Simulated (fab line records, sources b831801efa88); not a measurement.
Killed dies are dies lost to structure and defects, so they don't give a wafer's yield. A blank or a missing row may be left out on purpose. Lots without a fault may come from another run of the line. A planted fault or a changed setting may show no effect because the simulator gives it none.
fab line records | flow sky130 | part 2 of 2: steps 43 to 43 of 43
record lots=6 wafers=18 last_day=50
route steps=708 shown METAL2@491 VIA2@507 METAL3@532 PAD_OPEN@708
lots that met no fault: from a run of the same line without faults
start_h: hours from the record's first day to the start of the lot's first wafer shown | wait_h: hours since the lot's step before | " the same as in the row above | L1.1+2: a row that stands for several wafers | - no value, or no start given | * or withheld: withheld | < > ~ a bound
route shown NAME@n: a module of which the file shows steps, and the number in the route of the first | usual: mean/standard deviation of fault-free wafers | same: alike in all rows | chamber/n: place in a boat | sites: the reading at each site | _std_site: their standard deviation | _edge_site: outer sites' mean less inner sites' | radius_mm: how far each site lies from the wafer's centre | mask NAME#n: copy n | behind: the tool/chamber that last shaped the wafer | hold: why the lot was held/for how many hours/how that ended | device: the transistor (n, p or np) that didn't switch | end of line: the same wafers' tests at the end of the route | a step without rows: its recipe alone | killed: dies lost to structure and defects at the first sort, not the wafer's yield | map: a wafer's dies, x killed, . not, _ none there
set.NAME: the setting as run; set.NAME@STEP: as run at that earlier step | model.NAME: the simulator's own value behind a step, which no gauge read
lots at some steps of the route; a table a step, a row a wafer
services: from which hour (start_h, from the record's first day; less than 0 if before it) a tool's chamber was out of use, for how many hours, and why
## steps
# step SKY_PAD_OPEN_PROBE_99
# usual defect_limited_yield=82.4/1.9 killed_at_M0_to_M3=44/6.5 killed_at_M4_up=2.9/1.7 killed_at_contacts=24/5.7 killed_at_front_end=16/4.4 killed_at_other=0.2/0.48 killed_dies=87/9.6 killed_open=48/6.7 killed_short=38/6.2
# same gross_dies=492 killed_at_back_side=0
# columns lot.wafer tool chamber start_h wait_h defect_limited_yield[%] killed_at_M0_to_M3 killed_at_M4_up killed_at_contacts killed_at_front_end killed_at_other killed_dies killed_open killed_short model.etest.tester.sort_n_pass model.etest.tester.sort_yield_pct model.etest.tester.sort_bin_5_pct model.etest.tester.sort_bin_3_pct
L882.4 prober-02 - 1100.71 0.2 81.5 47 4 24 16 0 91 51 40 401 81.5 9.959 1.22
L882.5 prober-02 - 1100.76 0.2 79.3 53 2 21 24 2 102 56 44 390 79.27 14.02 0.4065
L882.6 prober-02 - 1100.81 0.2 80.5 43 5 27 21 0 96 53 43 396 80.49 12.4 1.016
L885.1 prober-01 - 1111.97 0.1 80.5 45 3 29 18 1 96 53 43 396 80.49 12.4 0.4065
L885.4 prober-01 - 1112.12 0.2 81.9 50 0 25 14 0 89 49 40 403 81.91 9.35 0.4065
L885.5 prober-01 - 1112.17 0.2 81.7 42 5 23 19 1 90 46 43 402 81.71 10.16 1.016
L890.1 prober-01 - 1142.35 0.1 83.9 43 3 24 8 1 79 45 34 413 83.94 8.943 1.016
L890.4 prober-01 - 1142.50 0.2 84.8 36 3 24 12 0 75 49 26 417 84.76 7.927 0.4065
L890.5 prober-01 - 1142.55 0.2 83.7 34 5 30 11 0 80 48 32 412 83.74 8.943 0.813
L892.2 prober-02 - 1177.71 0.1 82.1 54 2 24 8 0 88 46 42 404 82.11 11.38 0.6098
L892.4 prober-02 - 1177.81 0.2 85.0 31 4 26 13 0 74 43 31 364 73.98 19.92 1.22
L892.5 prober-02 - 1177.86 0.2 82.1 39 4 27 18 0 88 56 32 404 82.11 10.57 0.4065
L901.1 prober-01 - 1200.93 0.1 77.0 74 6 26 7 0 113 35 28 352 71.54 20.93 1.626
L901.2 prober-01 - 1200.98 0.1 85.0 41 3 17 12 1 74 42 32 418 84.96 7.927 1.016
L901.3 prober-01 - 1201.03 0.2 77.6 75 1 21 13 0 110 36 35 382 77.64 12.8 2.236
L902.2 prober-02 - 1203.78 0.1 75.4 87 1 22 11 0 121 44 31 371 75.41 13.62 2.642
L902.3 prober-02 - 1203.83 0.2 72.2 94 4 20 18 1 137 46 43 355 72.15 16.87 3.049
L902.4 prober-02 - 1203.88 0.2 82.7 45 2 24 14 0 85 51 34 407 82.72 10.77 0.813
# killed by level:class
L882.4 VIA1:geometric_particle:open=8 VIA2:geometric_particle:open=8 CONTACT:geometric_particle:open=7 LI_CONTACT:geometric_particle:open=5 LOCAL_INTERCONNECT:geometric_particle:short=5 METAL2:geometric_particle:short=5 VIA3:geometric_particle:open=5 FIELD_ISO:geometric_particle:short=4
L882.5 VIA2:geometric_particle:open=12 METAL1:geometric_particle:short=7 VIA1:geometric_particle:open=7 FIELD_ISO:geometric_particle:open=6 POLY_GATE:geometric_particle:open=6 LI_CONTACT:geometric_particle:open=6 FIELD_ISO:geometric_particle:short=5 POLY_GATE:geometric_particle:short=5
L882.6 VIA2:geometric_particle:open=14 LI_CONTACT:geometric_particle:open=8 FIELD_ISO:geometric_particle:short=7 CONTACT:geometric_particle:open=7 LOCAL_INTERCONNECT:geometric_particle:short=7 METAL2:geometric_particle:short=7 POLY_GATE:geometric_particle:open=5 VIA1:geometric_particle:open=5
L885.1 VIA1:geometric_particle:open=14 CONTACT:geometric_particle:open=11 LOCAL_INTERCONNECT:geometric_particle:short=8 METAL1:geometric_particle:short=7 LI_CONTACT:geometric_particle:open=6 METAL2:geometric_particle:short=6 VIA2:geometric_particle:open=5 FIELD_ISO:geometric_particle:open=4
L885.4 METAL1:geometric_particle:short=10 CONTACT:geometric_particle:open=10 VIA1:geometric_particle:open=10 LI_CONTACT:geometric_particle:open=6 VIA2:geometric_particle:open=6 CONTACT:geometric_particle:short=6 VIA1:geometric_particle:short=6 VIA3:geometric_particle:open=6
L885.5 CONTACT:geometric_particle:open=8 METAL2:geometric_particle:short=7 VIA2:geometric_particle:open=7 LI_CONTACT:geometric_particle:open=6 FIELD_ISO:geometric_particle:short=5 METAL1:geometric_particle:short=5 POLY_GATE:geometric_particle:open=5 VIA1:geometric_particle:short=5
L890.1 VIA1:geometric_particle:open=13 CONTACT:geometric_particle:open=12 VIA2:geometric_particle:open=10 METAL1:geometric_particle:short=5 VIA3:geometric_particle:open=5 LOCAL_INTERCONNECT:geometric_particle:short=4 CONTACT:geometric_particle:short=4 VIA1:geometric_particle:short=4
L890.4 CONTACT:geometric_particle:open=10 VIA1:geometric_particle:open=9 VIA2:geometric_particle:open=8 LI_CONTACT:geometric_particle:open=7 VIA3:geometric_particle:open=7 CONTACT:geometric_particle:short=5 FIELD_ISO:geometric_particle:short=4 POLY_GATE:geometric_particle:open=4
L890.5 CONTACT:geometric_particle:open=12 VIA3:geometric_particle:open=11 LI_CONTACT:geometric_particle:open=10 LOCAL_INTERCONNECT:geometric_particle:short=6 POLY_GATE:geometric_particle:short=5 VIA2:geometric_particle:open=5 VIA1:geometric_particle:short=4 VIA1:geometric_particle:open=3
L892.2 VIA1:geometric_particle:open=11 CONTACT:geometric_particle:open=10 VIA1:geometric_particle:short=8 VIA2:geometric_particle:open=8 METAL2:geometric_particle:short=7 VIA3:geometric_particle:open=7 LI_CONTACT:geometric_particle:open=5 CONTACT:geometric_particle:short=4
L892.4 CONTACT:geometric_particle:open=12 METAL1:geometric_particle:short=6 VIA2:geometric_particle:open=5 LI_CONTACT:geometric_particle:open=5 CONTACT:geometric_particle:short=5 VIA3:geometric_particle:open=5 FIELD_ISO:geometric_particle:open=4 POLY_GATE:geometric_particle:open=4
L892.5 CONTACT:geometric_particle:open=14 VIA3:geometric_particle:open=10 VIA1:geometric_particle:open=9 CONTACT:geometric_particle:short=6 LI_CONTACT:geometric_particle:open=5 VIA1:geometric_particle:short=5 FIELD_ISO:geometric_particle:open=4 POLY_GATE:geometric_particle:open=4
L901.1 METAL2:unspecified=48 CONTACT:geometric_particle:open=14 VIA2:geometric_particle:open=7 LI_CONTACT:geometric_particle:open=5 VIA1:geometric_particle:short=5 CONTACT:geometric_particle:short=4 METAL4:geometric_particle:short=4 FIELD_ISO:geometric_particle:open=3
L901.2 VIA1:geometric_particle:open=10 VIA2:geometric_particle:open=7 CONTACT:geometric_particle:open=6 METAL1:geometric_particle:short=6 VIA3:geometric_particle:open=5 METAL2:geometric_particle:short=5 FIELD_ISO:geometric_particle:open=4 FIELD_ISO:geometric_particle:short=3
L901.3 METAL2:unspecified=39 CONTACT:geometric_particle:open=11 METAL2:geometric_particle:short=11 VIA1:geometric_particle:open=7 CONTACT:geometric_particle:short=4 METAL3:geometric_particle:short=4 VIA3:geometric_particle:open=4 FIELD_ISO:geometric_particle:open=3
L902.2 METAL2:unspecified=46 VIA1:geometric_particle:open=12 CONTACT:geometric_particle:open=8 VIA2:geometric_particle:short=6 CONTACT:geometric_particle:short=5 VIA2:geometric_particle:open=5 VIA3:geometric_particle:open=4 LI_CONTACT:geometric_particle:open=4
L902.3 METAL2:unspecified=47 LI_CONTACT:geometric_particle:open=11 METAL1:geometric_particle:short=10 POLY_GATE:geometric_particle:short=8 VIA2:geometric_particle:open=7 VIA1:geometric_particle:open=6 CONTACT:geometric_particle:open=5 METAL2:geometric_particle:short=5
L902.4 METAL1:geometric_particle:short=10 VIA1:geometric_particle:open=10 LI_CONTACT:geometric_particle:open=9 CONTACT:geometric_particle:open=8 FIELD_ISO:geometric_particle:open=5 METAL3:geometric_particle:short=5 POLY_GATE:geometric_particle:open=5 CONTACT:geometric_particle:short=4
# map L901.1 (x killed, . not)
__________...x......_________
________.x............_______
______xx..xx.......x...._____
_____xxxx......x...xx....____
____xxxxx.x.x.x.....xx....___
___.xxxxxx.x....x..........__
__.xxxxxxxx.x.......x......._
_.xxxxxxxx.x...x..x.xx.......
_..xxxxxx.x..x......xx.xx...x
_.x.xxxxx......xx............
_..x...xx...x................
_..xx.......x................
_x.......x..........x.......x
_...xx..........x........x...
_....x..xx.......x...........
__......x...x..........x...._
___..x.............xx......__
____....x...........x.....___
_____..............x.....____
______xx.....x.x........_____
________...........xx._______
__________x....xx..._________
# map L902.3 (x killed, . not)
__________..x......._________
________...........x.._______
______.x.xx.x.....x....x_____
_____.xxxx.....x.x.....x.____
____xxxxxx.x....x.....xx..___
___xxxxxxxxx.x.x..........x__
__xxxxxxx.xx..x..x....x...xx_
_xxxxxxx.xx.....x........x...
_xxxxxxxxxxx.x.....x......x.x
_...xxxxxx.....x.x.xx........
_x...xx....x.x...x.....x.....
_.xx..x.x.............xx...x.
_.x.............x............
_.....x............x.........
_.............x..x...x....x..
__..x...........x......x...._
___........xx....x....x....__
____....x..x.....x.x..x..x___
_____x..........x...xx...____
______...x.x......xxx..._____
________...x.xx......._______
__________.x....xx.._________
## services
# columns tool chamber start_h hours kind
rie_diel-01 - 824.05 2.8 pm
cmp-01 - 831.15 2.3 repair
plasma_asher-04 - 834.37 0.3 repair
rie_diel-03 0 835.04 3.9 repair
rie_diel-02 3 838.46 15.9 repair
plasma_asher-02 - 855.45 4.8 repair
cmp-01 - 856.68 1.1 repair
rie_diel-02 1 864.14 7.5 repair
plasma_asher-04 - 887.75 15.6 pm
cmp-02 - 900.34 5.1 repair
rie_diel-02 - 900.36 15.6 pm
cmp-02 - 924.73 4.0 pm
rie_diel-01 1 940.29 6.3 repair
rie_diel-02 1 940.50 1.5 repair
rie_diel-03 1 940.67 9.6 repair
cmp-01 - 951.59 1.4 repair
rie_diel-02 2 955.41 14.9 repair
rie_diel-02 0 960.20 2.0 repair
cmp-02 - 973.67 5.3 pm
rie_diel-01 3 980.89 4.1 repair
cmp-02 - 986.96 0.8 repair
cmp-01 - 1004.30 2.5 repair
rie_diel-02 0 1006.15 2.0 repair
cmp-01 - 1016.91 0.5 repair
## key
first_sign step=SKY_PAD_OPEN_PROBE_99 reading=killed_at_M0_to_M3 direction=up sigmas=5.9 usual=44 struck=82
effect step=SKY_PAD_OPEN_PROBE_99 reading=killed_dies direction=up sigmas=3.5 usual=87 struck=120
model_effect step=SKY_PAD_OPEN_PROBE_99 value=etest.tester.sort_n_pass without=406 struck=365
met_at SKY_METAL2_STRIP_20
struck_wafers L901.1,L901.3,L902.2,L902.3
onset_between 847.92 983.60
fault kind=chamber_particle_source tool=plasma_asher-04 chamber=0 onset_h=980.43 steps=SKY_METAL2_STRIP_20 rate_per_visit_cm2=0.5514 end_h=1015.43
